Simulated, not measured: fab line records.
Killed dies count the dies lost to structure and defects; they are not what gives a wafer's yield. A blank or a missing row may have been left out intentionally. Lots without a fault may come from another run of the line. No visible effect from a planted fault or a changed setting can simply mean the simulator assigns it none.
Struck lot and sound lot, side by side	flow sky130	32 steps out of a route of 708
Sound: the wafers L354.3, L354.4, L354.6. Struck: wafer L361.2 (left out: L361.3, L361.4 of the same lot, which were not struck); the cause appears at the end.
Order at every step that has rows: each side's tool, ch and its chambers, its first start. Under that, the readings that differ: sound wafers	struck wafers	difference of the means	sigmas: that difference in standard deviations of wafers without a fault.
alike: readings whose means differ by less than 2 such deviations, and words and numbers that are the same on both sides. not compared: withheld readings, readings that some wafer has no value for, bounds like >300 that may hide the same value, and numbers for which the record gives no deviation and whose values overlap.
Wherever a step has rows on one side only, a row that says differs or no value, or a row with sigmas, the two part there. Non-overlapping numbers with no deviation appear without sigmas and do not part them. Lack of a reading on every wafer of one side parts them only where that side has two or more wafers.

SKY_PWDE_OVL_MEAS_07:
  sound: overlay-01 at day 3 22:17; struck: overlay-01 at day 5 10:29
  alike: PWDE_OVL
after that, 1 step had no rows for these wafers: SKY_PWDE_IMPLANT_08.
SKY_PWDE_STRIP_09: strips in O2/N2.
  sound on plasma asher-04 ch 0,1, day 3 22:29; struck on plasma asher-04 ch 1, day 5 10:40
reading	sound	struck	difference	sigmas
rf hours counter h (h)	- - -	42	no value on the sound wafers	
  alike: drypump motor current A, oes product au, strip time to endpoint s
SKY_PWDE_TW_MEAS_10:
  sound: film metro-03 at day 3 22:34; struck: film metro-02 at day 5 10:46
  alike: PWDE_TW
then, 7 steps without rows for these wafers: SKY_NWELL_DEHYDRATE_03 (time 60 s); SKY_NWELL_HMDS_04 (prime time 60 s); SKY_NWELL_COAT_05 (resist thk 3000 nm); SKY_NWELL_SOFTBAKE_06; SKY_NWELL_EXPOSE_07 (exposes mask NWM, target cd 840 nm); SKY_NWELL_PEB_08; SKY_NWELL_DEVELOP_09 (develop time 60 s).
SKY_NWELL_OVL_MEAS_10:
  sound: overlay-02 at day 4 16:32; struck: overlay-01 at day 6 05:23
  alike: NWELL_00_OVL
SKY_NWELL_IMPLANT_11:
  sound on implanter-03 ch 0, day 4 16:37; struck on implanter-03 ch 0, day 6 05:26
reading	sound	struck	difference	sigmas
beam on s (s)	9.92 10.33 9.84	8.31	-1.72	-9
faraday current uA	107.8 104.0 109.2	129.5	+22.5	+11
  alike: end station pressure torr
then, 2 steps without rows for these wafers: SKY_NWELL_IMPLANT_12; SKY_NWELL_IMPLANT_13.
SKY_NWELL_STRIP_14: strips in O2/N2.
  sound on plasma asher-02 ch 0,1, day 4 17:02; struck on plasma asher-04 ch 1, day 6 05:52
reading	sound	struck	difference	sigmas
rf hours counter h (h)	- - -	44	no value on the sound wafers	
strip time to endpoint s (s)	36.78 36.86 36.89	36.60	-0.24	-2
  alike: drypump motor current A, oes product au
SKY_NWELL_TW_MEAS_15:
  sound: film metro-03 at day 4 17:08; struck: film metro-01 at day 6 05:58
reading	sound	struck	difference	sigmas
NWELL_TW	1811 1807 1807	1709	-99	-8
then, 7 steps without rows for these wafers: SKY_NWELL_DEHYDRATE_16 (time 60 s); SKY_NWELL_HMDS_17 (prime time 60 s); SKY_NWELL_COAT_18 (resist thk 3000 nm); SKY_NWELL_SOFTBAKE_19; SKY_NWELL_EXPOSE_20 (exposes mask NWM COMPLEMENT, target cd 840 nm); SKY_NWELL_PEB_21; SKY_NWELL_DEVELOP_22 (develop time 60 s).
SKY_NWELL_OVL_MEAS_23:
  sound: overlay-01 at day 5 09:32; struck: overlay-02 at day 7 01:17
reading	sound	struck	difference	sigmas
NWELL_01_OVL (nm)	-4.2 -3.2 -3.1	-0.4	+3.1	+3
after that, 1 step had no rows for these wafers: SKY_NWELL_IMPLANT_24.
SKY_NWELL_STRIP_25: strips in O2/N2.
  sound on plasma asher-04 ch 0,1, day 5 09:44; struck on plasma asher-01 ch 1, day 7 01:28
reading	sound	struck	difference	sigmas
rf hours counter h (h)	- - -	46	no value on the sound wafers	
  alike: drypump motor current A, oes product au, strip time to endpoint s
SKY_NWELL_TW_MEAS_26:
  sound: film metro-02 at day 5 09:50; struck: film metro-01 at day 7 01:35
reading	sound	struck	difference	sigmas
NWELL_2_TW	496.3 496.4 494.0	501.7	+6.1	+2
then, 1 step without rows for these wafers: SKY_NWELL_CLEAN_27 (cleans in SC1/SC2, time 150 s).
SKY_NWELL_RTA_28: time 30 s.
  sound on rtp anneal-02 ch 0, day 5 09:57; struck on rtp anneal-02 ch 0, day 7 01:42
  alike: lamp power pct, ramp up c per s, wafer_temp_C_max
SKY_NWELL_RS_MEAS_29: measurement is done with a four-point probe.
  sound: film metro-01 at day 5 10:04; struck: film metro-02 at day 7 01:48
reading	sound	struck	difference	sigmas
NWELL_RS (ohm/sq)	623.0 626.0 621.9	701.8	+78.2	+46
SKY_PAD_OPEN_PROBE_99:
  sound wafers here have rows in the record (prober-01, day 45 19:29); struck ones have none

## WHERE THEY PART
Last at SKY_PAD_OPEN_PROBE_99 as far as this record goes, first at SKY_PWDE_STRIP_09.

WHY: what had been put in by the simulator
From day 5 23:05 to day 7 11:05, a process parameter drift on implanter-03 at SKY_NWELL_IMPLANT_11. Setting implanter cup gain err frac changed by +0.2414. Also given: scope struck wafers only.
